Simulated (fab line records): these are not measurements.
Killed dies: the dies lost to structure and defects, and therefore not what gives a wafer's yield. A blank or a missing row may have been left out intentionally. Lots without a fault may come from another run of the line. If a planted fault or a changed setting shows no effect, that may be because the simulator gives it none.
fab line records -- flow sky130
record: lots: 7, wafers: 19, last-day: 50
route steps=708 shown METAL3@570 VIA3@573
lots that met no fault: from a run of the same line without faults
start-h: hours from the record's opening day to when the first of the lot's shown wafers began -- wait-h: hours since the lot's step before -- " same as the row above -- L1.1+2: a single row standing in for several wafers -- - no value present, or no start provided -- * or withheld: withheld -- < > ~ a bound
route shown NAME@n: names a module that has steps shown in the file, with the first one's number in the route -- usual: mean/standard deviation taken from wafers without a fault -- same: alike in all rows -- chamber/n: place in a boat -- sites: each site's reading -- _std_site: the values' standard deviation -- _edge_site: mean of outer sites minus mean of inner sites -- radius-mm: how far each site lies from the wafer's centre -- mask NAME#n: copy n -- behind: the tool/chamber that last shaped the wafer -- hold: reason for holding the lot/hours on hold/outcome of the hold -- device: the transistor (n, p or np) that didn't switch -- end of line: the same wafers' tests at the end of the route -- a step given without rows: its recipe and nothing more -- killed: the dies lost at the first sort to structure and to defects; this is not the yield of the wafer -- map: per-die view of a wafer (x killed, . not killed, _ where there is no die)
set.NAME: the setting as run; set.NAME@STEP: as run at that earlier step -- model.NAME: the simulator's own value behind a step, which no gauge read
a table for each step, a row for each wafer; lots at some steps of the route
services: from which hour (start-h, from the record's first day; less than 0 if before it) a tool's chamber was out of use, for how many hours, and why
== steps ==
step: SKY_METAL3_STRIP_20
recipe: chemistry: post-etch-residue-remover, time-s: 1200, temp-c: 72.5
step: SKY_METAL3_CLEAN_21
recipe: chemistry: IPA, time-s: 180, temp-c: 25
step: SKY_METAL3_CLEAN_22
recipe: chemistry: O3/DIW, dry: n2-spin
step: SKY_VIA3_HDPCVD_00
recipe: material: SiO2, target-thk-nm: 1635, sigma-open-frac: 0.3, time-s: 272.5, temp-c: 400, sih4-flow-sccm: 60, pressure-mtorr: 6
step: SKY_VIA3_THK_MEAS_01
recipe: reads: SiO2_of_VIA3_HDPCVD_00
usual: VIA3_HDPCVD_THK: 1633/16
lot.wafer,tool,chamber,start-h,wait-h,VIA3_HDPCVD_THK[nm]
L945.2,film-metro-04,-,896.79,0.1,1636
L945.3,film-metro-04,-,896.79,0.1,1631
L945.5,film-metro-04,-,896.79,0.1,1611
L950.2,film-metro-03,-,940.95,0.1,1630
L950.5,film-metro-03,-,940.95,0.1,1649
L950.6,film-metro-03,-,940.95,0.1,1625
L954.2,film-metro-04,-,971.47,0.1,1617
L954.4,film-metro-04,-,971.47,0.1,1587
L954.5,film-metro-04,-,971.47,0.1,1642
L956.5,film-metro-04,-,980.35,0.0,1619
L956.6,film-metro-04,-,980.35,0.0,1647
L958.4,film-metro-03,-,1000.16,0.0,1654
L958.5,film-metro-03,-,1000.16,0.0,1620
L958.6,film-metro-03,-,1000.16,0.0,1663
L959.5,film-metro-04,-,1003.40,0.0,1640
L959.6,film-metro-04,-,1003.40,0.0,1642
L968.1,film-metro-02,-,1057.96,0.1,1655
L968.4,film-metro-02,-,1057.96,0.1,1661
L968.5,film-metro-02,-,1057.96,0.1,1647
step: SKY_VIA3_CMP_02
recipe: material: SiO2, down-force-psi: 4, platen-rpm: 60, pad-velocity-m-s: 0.94248
usual: motor-current-A: 12.7/1.3
lot.wafer,tool,chamber,start-h,wait-h,motor-current-A
L945.2,cmp-01,1,896.89,0.1,11.4
L945.3,cmp-01,3,896.89,0.1,11.3
L945.5,cmp-01,0,896.89,0.1,13.5
L950.2,cmp-02,2,941.00,0.0,13.7
L950.5,cmp-02,2,941.00,0.0,13.2
L950.6,cmp-02,3,941.00,0.0,12.1
L954.2,cmp-02,1,971.52,0.0,12.0
L954.4,cmp-02,2,971.52,0.0,13.6
L954.5,cmp-02,2,971.52,0.0,13.0
L956.5,cmp-01,1,980.57,0.2,11.7
L956.6,cmp-01,2,980.57,0.2,15.7
L958.4,cmp-01,0,1000.29,0.1,13.7
L958.6,cmp-01,2,1000.29,0.1,15.0
L958.5,cmp-01,3,1000.29,0.1,11.7
L959.6,cmp-01,0,1003.62,0.2,13.5
L959.5,cmp-01,1,1003.62,0.2,11.0
L968.4,cmp-02,2,1058.12,0.1,14.0
L968.1,cmp-02,3,1058.12,0.1,12.5
L968.5,cmp-02,1,1058.12,0.1,12.0
step: SKY_VIA3_BOW_MEAS_03
recipe: mode: bow
usual: VIA3_BOW: 75/8.1
lot.wafer,tool,chamber,start-h,wait-h,VIA3_BOW[um]
L945.2,film-metro-02,-,897.16,0.2,73
L945.3,film-metro-02,-,897.16,0.2,88
L945.5,film-metro-02,-,897.16,0.2,85
L950.2,film-metro-02,-,941.32,0.3,65
L950.5,film-metro-02,-,941.32,0.3,54
L950.6,film-metro-02,-,941.32,0.3,66
L954.2,film-metro-02,-,971.84,0.3,80
L954.4,film-metro-02,-,971.84,0.3,71
L954.5,film-metro-02,-,971.84,0.3,72
L956.5,film-metro-04,-,980.75,0.1,78
L956.6,film-metro-04,-,980.75,0.1,85
L958.4,film-metro-04,-,1000.55,0.2,68
L958.5,film-metro-04,-,1000.55,0.2,74
L958.6,film-metro-04,-,1000.55,0.2,68
L959.5,film-metro-02,-,1003.80,0.1,69
L959.6,film-metro-02,-,1003.80,0.1,83
L968.1,film-metro-02,-,1058.32,0.1,70
L968.4,film-metro-02,-,1058.32,0.1,80
L968.5,film-metro-02,-,1058.32,0.1,81
step: SKY_VIA3_DEHYDRATE_04
recipe: temp-c: 200, time-s: 60
step: SKY_VIA3_HMDS_05
recipe: prime-time-s: 60, prime-temp-c: 120
step: SKY_VIA3_COAT_06
recipe: resist: BARC, temp-c: withheld, time-s: withheld, spin-rpm: 3000, resist-thk-nm: 60
step: SKY_VIA3_COAT_07
recipe: resist: KrF-thick, spin-rpm: 3000, resist-thk-nm: 450
step: SKY_VIA3_SOFTBAKE_08
recipe: temp-c: 100, time-s: 90, resist: KrF-thick
step: SKY_VIA3_EXPOSE_09
recipe: mask-id: VIM3, na: 0.8, source-shape: annular, sigma-inner: 0.55, sigma-outer: 0.85, target-cd-nm: 200, dose-mj: 38
lot.wafer,tool,chamber,start-h,wait-h,mask
L945.2+3+5,krf-scanner-01,0,910.25,-,VIM3#0
L950.2+5+6,krf-scanner-01,0,954.41,-,VIM3#0
L954.2+4+5,krf-scanner-01,0,984.09,-,VIM3#0
L956.5+6,krf-scanner-01,0,992.41,-,VIM3#0
L958.4+5+6,krf-scanner-01,0,1012.90,-,VIM3#0
L959.5+6,krf-scanner-01,0,1015.74,-,VIM3#0
L968.1+4+5,krf-scanner-01,0,1069.03,-,VIM3#0
step: SKY_VIA3_PEB_10
recipe: peb-temp-c: withheld, peb-time-s: withheld, resist: KrF-thick
step: SKY_VIA3_DEVELOP_11
recipe: develop-time-s: 60, resist: KrF-thick, dev-temp-c: 21
step: SKY_VIA3_CD_MEAS_12
recipe: target-cd-nm: 200
usual: cd-nm: 200.3/1.2
lot.wafer,tool,chamber,start-h,wait-h,cd-nm
L945.2,cd-sem-02,-,922.24,-,199.5
L945.3,cd-sem-02,-,922.24,-,200.3
L945.5,cd-sem-02,-,922.24,-,201.2
L950.2,cd-sem-01,-,965.63,-,201.2
L950.5,cd-sem-01,-,965.63,-,200.9
L950.6,cd-sem-01,-,965.63,-,200.9
L954.2,cd-sem-01,-,995.41,-,200.1
L954.4,cd-sem-01,-,995.41,-,200.9
L954.5,cd-sem-01,-,995.41,-,199.1
L956.5,cd-sem-02,-,1003.70,-,146.5
L956.6,cd-sem-02,-,1003.70,-,146.1
L958.4,cd-sem-02,-,1024.45,-,200.7
L958.5,cd-sem-02,-,1024.45,-,146.8
L958.6,cd-sem-02,-,1024.45,-,147.9
L959.5,cd-sem-01,-,1026.84,-,146.0
L959.6,cd-sem-01,-,1026.84,-,147.6
L968.1,cd-sem-01,-,1079.62,-,198.3
L968.4,cd-sem-01,-,1079.62,-,199.6
L968.5,cd-sem-01,-,1079.62,-,198.8
step: SKY_VIA3_OVL_MEAS_13
usual: VIA3_OVL: -1/6.4
lot.wafer,tool,chamber,start-h,wait-h,VIA3_OVL[nm]
L945.2,overlay-01,-,922.34,0.1,-3
L945.3,overlay-01,-,922.34,0.1,1
L945.5,overlay-01,-,922.34,0.1,2
L950.2,overlay-01,-,965.74,0.1,1
L950.5,overlay-01,-,965.74,0.1,-6
L950.6,overlay-01,-,965.74,0.1,-4
L954.2,overlay-02,-,995.51,0.1,9
L954.4,overlay-02,-,995.51,0.1,7
L954.5,overlay-02,-,995.51,0.1,5
L956.5,overlay-02,-,1003.76,0.0,-11
L956.6,overlay-02,-,1003.76,0.0,-3
L958.4,overlay-01,-,1024.52,0.1,11
L958.5,overlay-01,-,1024.52,0.1,6
L958.6,overlay-01,-,1024.52,0.1,8
L959.5,overlay-01,-,1026.91,0.0,11
L959.6,overlay-01,-,1026.91,0.0,9
L968.1,overlay-02,-,1079.74,0.1,3
L968.4,overlay-02,-,1079.74,0.1,1
L968.5,overlay-02,-,1079.74,0.1,4
step: SKY_VIA3_ETCH_14
recipe: chemistry: N2/H2, target: BARC, ion-energy-ev: 200, source-w: 500, bias-w: 100, pressure-mtorr: 30, n2-flow-sccm: 100, h2-flow-sccm: 200, stop-on: SiO2, time-s: 45.9, target-depth-a: 600
usual: chamber-pressure-mTorr: 30.005/0.028, drypump-motor-current-A: 5.8/0.47, oes-product-au: 0.855/0.005, throttle-valve-pct: 13.225/0.0092
lot.wafer,tool,chamber,start-h,wait-h,chamber-pressure-mTorr,drypump-motor-current-A,oes-product-au,rf-hours-counter-h,throttle-valve-pct,model.VIA3.cd-nm
L945.2,rie-diel-03,0,922.37,0.0,30.041,5.6,0.851,17,13.228,199.7
L945.3,rie-diel-03,2,922.37,0.0,30.015,4.8,0.851,16,13.216,199.1
L945.5,rie-diel-03,0,922.37,0.0,30.004,5.6,0.855,-,13.231,201
L950.2,rie-diel-04,3,965.77,0.0,29.998,5.1,0.850,19,13.219,200.3
L950.5,rie-diel-04,1,965.77,0.0,30.018,5.6,0.862,-,13.213,200.3
L950.6,rie-diel-04,0,965.77,0.0,30.060,6.3,0.847,-,13.218,201.5
L954.2,rie-diel-03,2,995.54,0.0,29.989,4.7,0.858,18,13.236,199.5
L954.4,rie-diel-03,0,995.54,0.0,30.027,5.6,0.863,19,13.219,200.7
L954.5,rie-diel-03,3,995.54,0.0,30.028,6.0,0.846,-,13.207,199.9
L956.5,rie-diel-03,3,1003.79,0.0,29.972,6.0,0.846,-,13.222,146.5
L956.6,rie-diel-03,0,1003.79,0.0,29.999,5.7,0.849,-,13.202,145.9
L958.4,rie-diel-01,2,1024.54,0.0,30.060,6.3,0.862,11,13.221,200
L958.5,rie-diel-01,2,1024.54,0.0,30.023,6.3,0.853,-,13.232,146.5
L958.6,rie-diel-01,3,1024.54,0.0,29.991,5.7,0.853,-,13.225,147.6
L959.5,rie-diel-01,1,1026.94,0.0,30.021,6.2,0.861,-,13.227,147.4
L959.6,rie-diel-01,0,1026.94,0.0,30.016,5.7,0.850,-,13.217,147.7
L968.1,rie-diel-04,0,1079.77,0.0,29.938,6.4,0.852,10,13.226,199.2
L968.4,rie-diel-04,2,1079.77,0.0,29.985,5.6,0.862,9,13.221,200.7
L968.5,rie-diel-04,3,1079.77,0.0,30.018,5.0,0.851,-,13.228,198.6
step: SKY_VIA3_ETCH_15
recipe: target: SiO2, chemistry: C4F8/O2/Ar, target-depth-nm: 507, stop-on: TiN, mask-material: KrF-thick, source-w: 1500, bias-w: 1200, pressure-mtorr: 40, c4f8-flow-sccm: withheld, O2_flow_sccm: 6, Ar_flow_sccm: 300, time-s: 78
usual: chamber-pressure-mTorr: 40.00/0.036, oes-product-au: 0.947/0.0047
lot.wafer,tool,chamber,start-h,wait-h,chamber-pressure-mTorr,oes-product-au,rf-hours-counter-h,model.VIA3.cd-nm
L945.2,rie-diel-03,0,922.42,0.0,39.94,0.945,17,205
L945.3,rie-diel-03,2,922.42,0.0,40.00,0.947,16,198.3
L945.5,rie-diel-03,0,922.42,0.0,40.03,0.944,-,206.4
L950.2,rie-diel-04,3,965.81,0.0,39.98,0.939,19,203.1
L950.5,rie-diel-04,1,965.81,0.0,39.98,0.942,-,196.9
L950.6,rie-diel-04,0,965.81,0.0,39.99,0.941,-,206
L954.2,rie-diel-03,2,995.58,0.0,39.97,0.951,18,195.3
L954.4,rie-diel-03,0,995.58,0.0,39.98,0.937,19,202
L954.5,rie-diel-03,3,995.58,0.0,40.04,0.947,-,200.7
L956.5,rie-diel-03,3,1003.85,0.0,39.98,0.945,-,149.3
L956.6,rie-diel-03,0,1003.85,0.0,40.02,0.946,-,149.6
L958.4,rie-diel-01,2,1024.58,0.0,39.99,0.947,11,199.2
L958.5,rie-diel-01,2,1024.58,0.0,40.02,0.955,-,144.7
L958.6,rie-diel-01,3,1024.58,0.0,40.01,0.952,-,152.4
L959.5,rie-diel-01,1,1026.99,0.0,40.03,0.942,-,146.1
L959.6,rie-diel-01,0,1026.99,0.0,39.91,0.943,-,150.2
L968.1,rie-diel-04,0,1079.82,0.0,39.94,0.942,10,203.7
L968.4,rie-diel-04,2,1079.82,0.0,39.99,0.944,9,203.9
L968.5,rie-diel-04,3,1079.82,0.0,40.00,0.945,-,203.7
step: SKY_VIA3_STRIP_16
recipe: chemistry: O2/N2, power-w: 1400, pressure-mtorr: 1500, platen-temp-c: withheld, o2-flow-sccm: 3000, n2-flow-sccm: 300, overash-fraction: 0.5
usual: chamber-pressure-mTorr: 1500.1/1.4, drypump-motor-current-A: 5.6/0.41, oes-product-au: 0.402/0.0046, strip-time-to-endpoint-s: 4.13/0.031
lot.wafer,tool,chamber,start-h,wait-h,chamber-pressure-mTorr,drypump-motor-current-A,oes-product-au,rf-hours-counter-h,strip-time-to-endpoint-s
L945.2,plasma-asher-02,0,922.48,0.0,1500.0,6.0,0.401,108,4.11
L945.3,plasma-asher-02,1,922.48,0.0,1500.2,5.5,0.401,-,4.10
L945.5,plasma-asher-02,0,922.48,0.0,1499.5,6.0,0.406,-,4.10
L950.2,plasma-asher-02,0,965.87,0.0,1499.2,6.0,0.408,112,4.17
L950.5,plasma-asher-02,1,965.87,0.0,1501.4,5.6,0.404,-,4.13
L950.6,plasma-asher-02,0,965.87,0.0,1498.5,6.0,0.397,-,4.10
L954.2,plasma-asher-03,1,995.64,0.0,1498.9,5.7,0.397,55,4.15
L954.4,plasma-asher-03,0,995.64,0.0,1501.6,6.0,0.409,-,4.14
L954.5,plasma-asher-03,1,995.64,0.0,1502.0,5.6,0.402,-,4.14
L956.5,plasma-asher-04,0,1003.94,0.1,1500.2,4.8,0.403,-,4.15
L956.6,plasma-asher-04,1,1003.94,0.1,1497.9,5.9,0.399,-,4.11
L958.4,plasma-asher-02,1,1024.68,0.1,1499.5,5.5,0.402,-,4.16
L958.5,plasma-asher-02,1,1024.68,0.1,1499.9,5.6,0.406,-,4.14
L958.6,plasma-asher-02,0,1024.68,0.1,1500.7,6.0,0.408,-,4.09
L959.5,plasma-asher-04,1,1027.09,0.1,1499.3,5.9,0.400,-,4.10
L959.6,plasma-asher-04,0,1027.09,0.1,1500.3,4.8,0.400,-,4.14
L968.1,plasma-asher-02,1,1079.88,0.0,1501.9,5.5,0.403,2,4.10
L968.4,plasma-asher-02,1,1079.88,0.0,1500.2,5.6,0.405,-,4.17
L968.5,plasma-asher-02,0,1079.88,0.0,1499.1,6.0,0.404,-,4.15
== services ==
tool,chamber,start-h,hours,kind
cmp-01,-,881.02,5.1,repair
rie-diel-01,3,886.44,6.0,repair
krf-scanner-01,-,893.53,0.6,repair
rie-diel-04,-,902.22,1.0,repair
cmp-01,-,912.30,4.0,pm
rie-diel-01,3,913.66,3.6,repair
cmp-01,-,918.90,8.5,repair
cmp-01,-,932.15,14.6,pm
rie-diel-01,-,936.23,0.5,repair
rie-diel-04,3,940.13,7.7,repair
krf-scanner-01,-,949.17,1.3,pm
krf-scanner-01,-,950.47,0.8,pm
krf-scanner-01,-,963.25,1.0,pm
rie-diel-01,-,972.56,0.2,repair
rie-diel-04,2,978.62,5.9,repair
rie-diel-03,-,978.67,0.2,repair
rie-diel-01,1,980.10,6.6,repair
rie-diel-01,-,1006.37,0.2,repair
rie-diel-01,-,1021.94,2.4,repair
krf-scanner-01,-,1023.99,7.2,pm
cmp-01,-,1032.61,0.6,repair
plasma-asher-02,-,1055.25,9.0,pm
cmp-01,-,1056.19,0.4,repair
rie-diel-03,0,1064.07,5.7,repair
== key ==
first-sign: step: SKY_VIA3_CD_MEAS_12, reading: cd-nm, direction: down, sigmas: 44, usual: 200.3, struck: 146.8
effect none on later readings
model-effect: step: SKY_VIA3_ETCH_14, value: VIA3.cd-nm, without: 200.2, struck: 146.9
model-effect: step: SKY_VIA3_ETCH_15, value: VIA3.cd-nm, without: 202, struck: 148.7
met-at SKY_VIA3_EXPOSE_09
struck-wafers L956.5,L956.6,L958.5,L958.6,L959.5,L959.6
later-rows-left-out L956.5,L956.6,L958.5,L958.6,L959.5,L959.6
sort-left-out L956.5,L956.6,L958.5,L958.6,L959.5,L959.6
onset-between 984.09 992.41
fault: kind: process-parameter-drift, tool: krf-scanner-01, chamber: -, onset-h: 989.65, steps: SKY_VIA3_EXPOSE_09, channel: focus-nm, offset: 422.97, shape: step, end-h: 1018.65, scope: struck-wafers-only
sort-left-out: the simulated sort isn't trusted on such a fault, so these wafers' sort isn't shown, and their yield isn't known
later-rows-left-out: the simulator's readings of these wafers behind a module that went badly wrong aren't trusted and aren't shown, but for the sort
